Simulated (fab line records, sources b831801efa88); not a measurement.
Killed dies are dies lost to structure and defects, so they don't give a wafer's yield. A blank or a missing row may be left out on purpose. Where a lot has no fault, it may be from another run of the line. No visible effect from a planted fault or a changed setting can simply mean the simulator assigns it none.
Problem report, 8D (eight disciplines) form, completed by code | flow sky130 | the parts of the form that need people (team, actions taken, sign-off) are left out

== 1. WHAT WENT WRONG ==
Mean SD_N_TW at SKY_SD_N_TW_MEAS_12: 4236 over 9 wafers in 3 lots; fault-free wafers: 3986, standard deviation 51. Measured from the usual mean, that is +4.9 standard deviations.
Seen first at day 34 13:55 on film_metro-01, wafer L833.2. At this step, 30 wafers from 10 lots have a number in the record. By rule, "out" or "out of limits" means more than 4 standard deviations away from the usual mean. The other wafers with a number count as sound.

== 2. WHAT IT IS AND WHAT IT IS NOT ==
question                    | is                           | is not
which readings at this step | SD_N_TW                      | -
which lots                  | L833, L834, L835             | L815, L819, L821, L822, L825, L827, L828
which wafers of those lots  | all that have a number       | -
read on which gauges        | film_metro-01, film_metro-03 | film_metro-02
when                        | from day 34 13:55            | up to then (21 sound wafers)

== 3. THE SUSPECTS, EACH WITH WHAT RULES IT OUT ==
Counting: a tool at any process step up to the reading remains a suspect when it ran all the lots that are out and ran no sound lot after the first of those.
- the gauge at SKY_SD_N_TW_MEAS_12 has been ruled out. 2 gauges (film_metro-01, film_metro-03) read the wafers that are out.
- implanter-01 at SKY_SD_N_IMPLANT_09: kept. All lots that are out passed through it, beginning with L833 at day 34 13:32, and no sound lot followed; its final sound lot before that point was L821 at day 30 20:35. On those wafers its own readings are out: beam_energy_keV.
Remaining after the count: implanter-01 at SKY_SD_N_IMPLANT_09.

== 4. THE CAUSE (what the simulator had put in) ==
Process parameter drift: implanter-01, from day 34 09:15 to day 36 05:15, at SKY_SD_N_IMPLANT_09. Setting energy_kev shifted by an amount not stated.
After counting, this tool was the only one left.

== 5. THE EFFECT CHAIN, in route order ==
Rows list readings where the struck wafers' mean (over those with a number) sits beyond 3 standard deviations from the usual. Readings are gone through only where the record gives a usual standard deviation; hours: the median, over the lots, of the time from a lot's start at the first step in this table giving one to that lot's start at this step; sigmas: the change measured in usual standard deviations.
hours | step                | reading                  | usual        | on struck wafers | change  | sigmas
0     | SKY_SD_N_IMPLANT_09 | beam_energy_keV          | 49.998       | 63.006           | +13.008 | +99 or more
0     | SKY_SD_N_STRIP_11   | oes_product_au           | 0.527 a.u.   | 0.503            | -0.024  | -5.2
0     | SKY_SD_N_STRIP_11   | strip_time_to_endpoint_s | 22.56 s      | 24.52            | +1.96   | +43
0     | SKY_SD_N_TW_MEAS_12 | SD_N_TW                  | 3986         | 4236             | +250    | +4.9
1     | SKY_SD_N_RS_MEAS_16 | SD_N_RS                  | 68.57 ohm/sq | 60.53            | -8.04   | -73
The process steps in it:
- SKY_SD_N_IMPLANT_09
- SKY_SD_N_STRIP_11: strips in O2/N2.

== 6. WHAT WOULD HAVE CAUGHT IT SOONER ==
The first out-of-limits reading at a measuring or inspecting step in this record came at day 34 13:55, 5 hours after the fault's start at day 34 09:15.
Tool's own readings at SKY_SD_N_IMPLANT_09, beam_energy_keV: out on all struck wafers the step has rows for; an alarm limit on them would have tripped on the first.
L834, L835, from the lots that are out (3), started SKY_SD_N_IMPLANT_09 on implanter-01 later than day 34 13:55. A hold on the tool at that time would have spared those 2.
